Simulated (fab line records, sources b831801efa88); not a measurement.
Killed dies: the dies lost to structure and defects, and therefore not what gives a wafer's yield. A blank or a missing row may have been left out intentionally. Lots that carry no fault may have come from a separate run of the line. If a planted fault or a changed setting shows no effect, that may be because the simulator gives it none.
A single fault, viewed from 2 desks	flow gf180mcu	numbers are kept per desk, each desk with only its own; the story behind them comes last

== AT THE METROLOGY DESK ==
What the gauges read, lot by lot, whatever tool the lot ran on: means of the sampled wafers that have a number. Marked OUT: a lot whose mean sits more than 4 standard deviations from the usual mean, which makes it out of limits; the brackets give that distance.
Columns: A = V5_W_THK at GF_V5_THK_MEAS_25, usual 349 nm
lot	first seen here	A
L921	day 28 03:05	354
L923	day 28 20:11	354
L924	day 29 04:25	349
L925	day 29 14:23	348
L931	day 31 04:40	346
L932	day 32 00:38	367
L934	day 32 06:02	348
L933	day 32 08:48	342
L935	day 32 09:11	352
L937	day 32 15:20	342
L938	day 33 05:53	359
L939	day 33 10:58	346
L940	day 33 17:20	351
L941	day 34 00:34	338
This desk's finding: nothing out of limits on any of the 14 lots.

== THE TOOL OWNER'S DESK: plasma-asher-04 ==
The tool's own readings at GF_POLY_GATE_STRIP_14 (strips in O2/N2): means of the sampled wafers that have a number, for each lot that ran on this tool. Marked OUT: a lot whose mean sits more than 4 standard deviations from the usual mean, which makes it out of limits; the brackets give that distance.
Columns: A = drypump-motor-current-A at GF_POLY_GATE_STRIP_14, usual 5.7 A; B = heater-power-w at GF_POLY_GATE_STRIP_14, usual 336 W; C = oes-product-au at GF_POLY_GATE_STRIP_14, usual 0.506 a.u.
lot	first seen here	A	B	C
L921	day 10 00:07	6.2	334	0.507
L923	day 10 13:52	5.7	323	0.507
L925	day 11 05:43	5.9	330	0.506
L934	day 14 05:40	6.2	335	0.507
L937	day 14 15:10	5.9	339	0.506
L938	day 15 10:25	5.9	331	0.509
L939	day 15 16:46	6.2	339	0.504
This desk's finding: nothing out of limits on any of the 7 lots.

== BROUGHT TOGETHER ==
Metrology desk: nothing out of limits seen.
Nothing out of limits was seen by the tool owner's desk.

== WHAT THE SIMULATOR PUT IN ==
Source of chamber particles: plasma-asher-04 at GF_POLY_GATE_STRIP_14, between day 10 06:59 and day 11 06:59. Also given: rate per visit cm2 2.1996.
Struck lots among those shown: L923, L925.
